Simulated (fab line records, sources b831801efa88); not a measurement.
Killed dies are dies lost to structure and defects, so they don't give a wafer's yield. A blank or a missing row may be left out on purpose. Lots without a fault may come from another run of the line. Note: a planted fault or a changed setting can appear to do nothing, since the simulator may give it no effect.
What tool caused it?	flow gf180mcu	45 wafers from 15 lots sampled at 6 of the route's 602 steps

== WHAT THE GAUGES READ, wafer by wafer ==
GF_VT_IMPLANT_RS_MEAS_46: measures by four-point-probe.
lot	measured	on	MVSD_RS (ohm/sq)
L821	day 7 12:29	film_metro-03	457.2 456.2 456.9
L824	day 8 10:35	film_metro-03	455.9 456.0 456.1
L825	day 8 16:07	film_metro-04	456.8 456.7 456.7
L826	day 9 01:10	film_metro-04	460.2 459.5 459.4
L828	day 9 13:08	film_metro-03	457.1 457.9 456.9
L829	day 9 20:01	film_metro-02	456.2 455.0 455.0
L831	day 10 08:33	film_metro-04	457.2 457.9 457.6
L832	day 10 17:46	film_metro-04	457.1 457.0 457.3
L833	day 10 22:06	film_metro-02	132.8 132.8 132.8
L834	day 11 06:04	film_metro-03	133.1 133.0 133.1
L835	day 11 14:19	film_metro-03	133.4 133.3 133.1
L836	day 11 21:28	film_metro-04	458.0 457.9 458.7
L840	day 12 21:51	film_metro-02	456.3 456.6 457.1
L842	day 13 12:08	film_metro-02	455.9 455.8 455.5
L844	day 14 00:48	film_metro-03	457.4 458.0 459.5

GF_VT_IMPLANT_RS_MEAS_47: measures by four-point-probe.
lot	measured	on	NWELL_RS (ohm/sq)
L821	day 7 12:37	film_metro-03	490.7 491.0 488.4
L824	day 8 10:42	film_metro-03	485.6 487.8 487.3
L825	day 8 16:14	film_metro-04	489.7 489.2 489.1
L826	day 9 01:17	film_metro-04	489.3 489.4 488.2
L828	day 9 13:15	film_metro-03	487.0 488.6 487.5
L829	day 9 20:08	film_metro-02	486.9 486.0 488.5
L831	day 10 08:40	film_metro-04	488.1 488.8 487.4
L832	day 10 17:53	film_metro-04	487.8 487.6 487.5
L833	day 10 22:13	film_metro-02	133.0 133.1 133.0
L834	day 11 06:11	film_metro-03	133.1 132.9 133.2
L835	day 11 14:26	film_metro-03	133.2 133.2 133.0
L836	day 11 21:35	film_metro-04	489.0 487.2 487.8
L840	day 12 21:58	film_metro-02	487.6 488.1 487.2
L842	day 13 12:15	film_metro-02	488.3 487.8 487.0
L844	day 14 00:55	film_metro-03	487.9 488.6 488.5

GF_VT_IMPLANT_RS_MEAS_48: measures by four-point-probe.
lot	measured	on	LVPWELL_RS (ohm/sq)
L821	day 7 12:44	film_metro-03	1200.1 1202.3 1201.8
L824	day 8 10:49	film_metro-03	1196.7 1195.0 1198.4
L825	day 8 16:22	film_metro-04	1195.6 1197.5 1199.1
L826	day 9 01:24	film_metro-04	1201.2 1204.5 1203.1
L828	day 9 13:22	film_metro-03	1196.8 1199.1 1197.5
L829	day 9 20:16	film_metro-02	1195.5 1197.0 1193.7
L831	day 10 08:47	film_metro-04	1201.9 1198.7 1198.6
L832	day 10 18:01	film_metro-04	1199.7 1200.6 1201.9
L833	day 10 22:20	film_metro-02	133.2 133.0 133.1
L834	day 11 06:19	film_metro-03	133.0 133.0 133.1
L835	day 11 14:33	film_metro-03	133.1 133.0 133.1
L836	day 11 21:42	film_metro-04	1196.6 1196.1 1196.1
L840	day 12 22:05	film_metro-02	1202.0 1199.7 1198.2
L842	day 13 12:22	film_metro-02	1201.3 1196.4 1197.6
L844	day 14 01:02	film_metro-03	1199.1 1201.1 1198.0

GF_SAB_OVL_MEAS_10.
lot	measured	on	SAB_OVL (nm)
L821	day 15 02:12	overlay-01	-2.4 1.2 -0.9
L824	day 16 09:12	overlay-01	-1.2 0.2 -3.1
L825	day 16 15:38	overlay-02	-1.3 -1.7 0.3
L826	day 16 22:34	overlay-02	-1.0 -0.7 -1.5
L828	day 17 16:13	overlay-01	-1.2 -0.8 -0.3
L829	day 18 07:17	overlay-01	-1.0 -0.8 -0.2
L831	day 18 19:14	overlay-02	-2.8 -2.7 -0.7
L832	day 19 04:17	overlay-02	-1.6 -2.4 -1.3
L836	day 20 22:17	overlay-01	-2.7 -2.1 -1.3
L840	day 21 22:09	overlay-01	-2.1 -3.6 -3.3
L842	day 22 16:02	overlay-01	-3.5 -3.1 -3.3
L844	day 23 04:25	overlay-02	-2.0 -0.5 -1.1

== WHICH TOOL RAN EACH LOT (tool, then ch and the chambers of the sampled wafers, then the start) ==
lot	GF_STI_ETCH_13	GF_VT_IMPLANT_RTA_45
L821	rie_diel-01 ch 2,3, day 2 01:41	rtp_anneal-01 ch 0, day 7 12:23
L824	rie_diel-03 ch 0,1, day 2 16:00	rtp_anneal-01 ch 0, day 8 10:28
L825	rie_diel-01 ch 0,3, day 2 22:37	rtp_anneal-02 ch 0, day 8 15:43
L826	rie_diel-03 ch 0,1,3, day 3 04:15	rtp_anneal-01 ch 0, day 9 00:58
L828	rie_diel-03 ch 0,1,3, day 3 13:14	rtp_anneal-02 ch 0, day 9 13:02
L829	rie_diel-01 ch 0,3, day 3 19:17	rtp_anneal-01 ch 0, day 9 19:55
L831	rie_diel-04 ch 0,2,3, day 4 04:54	rtp_anneal-01 ch 0, day 10 08:27
L832	rie_diel-04 ch 0,2,3, day 4 11:06	rtp_anneal-02 ch 0, day 10 17:40
L833	rie_diel-03 ch 1,2, day 4 14:56	rtp_anneal-01, day 10 22:00
L834	rie_diel-01 ch 0,3, day 4 19:44	rtp_anneal-02, day 11 05:58
L835	rie_diel-01 ch 1,2, day 5 01:38	rtp_anneal-02, day 11 14:13
L836	rie_diel-04 ch 0,2,3, day 5 07:11	rtp_anneal-02 ch 0, day 11 21:22
L840	rie_diel-03 ch 0,1,3, day 6 03:35	rtp_anneal-01 ch 0, day 12 21:45
L842	rie_diel-04 ch 0,2, day 6 15:35	rtp_anneal-01 ch 0, day 13 12:02
L844	rie_diel-01 ch 2,3, day 7 00:32	rtp_anneal-02 ch 0, day 14 00:42
- GF_STI_ETCH_13: etches the open film in CHF3/O2, stops on Si, target depth 282.31 nm, time 112.9 s.
- GF_VT_IMPLANT_RTA_45: time 30 s.

== WHAT THE TOOLS THEMSELVES READ (means of the sampled wafers that have a number; where no wafer has one, the mark that the record gives instead) ==
GF_STI_ETCH_13.
lot	tool	drypump_motor_current_A (A)	oes_product_au (a.u.)	throttle_valve_pct (%)
L821	rie_diel-01	6.4	0.838	8.808
L824	rie_diel-03	5.0	0.837	8.814
L825	rie_diel-01	6.1	0.842	8.816
L826	rie_diel-03	5.3	0.834	8.807
L828	rie_diel-03	5.3	0.835	8.811
L829	rie_diel-01	5.7	0.834	8.806
L831	rie_diel-04	5.8	0.840	8.812
L832	rie_diel-04	5.8	0.836	8.807
L833	rie_diel-03	5.6	0.837	8.813
L834	rie_diel-01	5.8	0.833	8.798
L835	rie_diel-01	5.9	0.829	8.812
L836	rie_diel-04	5.8	0.831	8.808
L840	rie_diel-03	5.3	0.839	8.810
L842	rie_diel-04	6.1	0.827	8.813
L844	rie_diel-01	6.3	0.844	8.809

GF_VT_IMPLANT_RTA_45.
lot	tool	anneal_temp_c_max	chamber_o2_ppm	lamp_power_pct (%)	wafer_temp_C_max
L821	rtp_anneal-01	1055.3	1.972	37.24	1052.2
L824	rtp_anneal-01	1055.0	1.974	37.25	1051.8
L825	rtp_anneal-02	1056.2	2.008	36.92	1053.9
L826	rtp_anneal-01	1054.5	2.006	37.26	1052.9
L828	rtp_anneal-02	1055.8	2.010	36.93	1054.4
L829	rtp_anneal-01	1055.4	1.998	37.29	1052.8
L831	rtp_anneal-01	1054.3	1.988	37.29	1052.1
L832	rtp_anneal-02	1054.6	1.996	36.87	1055.9
L833	rtp_anneal-01	-	-	-	-
L834	rtp_anneal-02	-	-	-	-
L835	rtp_anneal-02	-	-	-	-
L836	rtp_anneal-02	1055.9	1.984	36.94	1055.0
L840	rtp_anneal-01	1054.8	2.016	37.30	1052.9
L842	rtp_anneal-01	1054.6	2.019	37.28	1052.9
L844	rtp_anneal-02	1055.2	1.990	36.92	1053.5

== THE ANSWER, worked out from the rows above alone ==
Rule: usual is defined by the lots themselves. Put in order of their means at a reading, lots are off if they are a third of the lots or fewer, leave a main group of 4 or more, and stand apart from it by a gap of 3 or more times the standard deviation of the main group's means; of several such gaps the widest counts. The tables above print the reading to a certain number of digits; a main group whose means all agree to those digits is not used. Also off: a lot with no number at a reading for which 4 or more lots have one. The other lots that the step has rows for count as sound. After the gauges, taken in route order, come the tools' own readings; for these a lot's mean is taken, as printed above. The first step at which some lot is off is used, and at that step the reading that is off furthest; a lot without a number counts as furthest.
Off: L833, L834, L835, at GF_VT_IMPLANT_RS_MEAS_46 (MVSD_RS). For the main group the mean is 457.1 ohm/sq and the standard deviation 1.2.
If a tool, at a process step before that reading, ran all the lots that are off and no sound lot after the first of them, it fits. The gauges at GF_VT_IMPLANT_RS_MEAS_46 aren't tried: what is off there is off at GF_VT_IMPLANT_RTA_45 too, on other tools, and a gauge's error can't cause that. Of those tried, none fits.

== WHAT THE SIMULATOR PUT IN ==
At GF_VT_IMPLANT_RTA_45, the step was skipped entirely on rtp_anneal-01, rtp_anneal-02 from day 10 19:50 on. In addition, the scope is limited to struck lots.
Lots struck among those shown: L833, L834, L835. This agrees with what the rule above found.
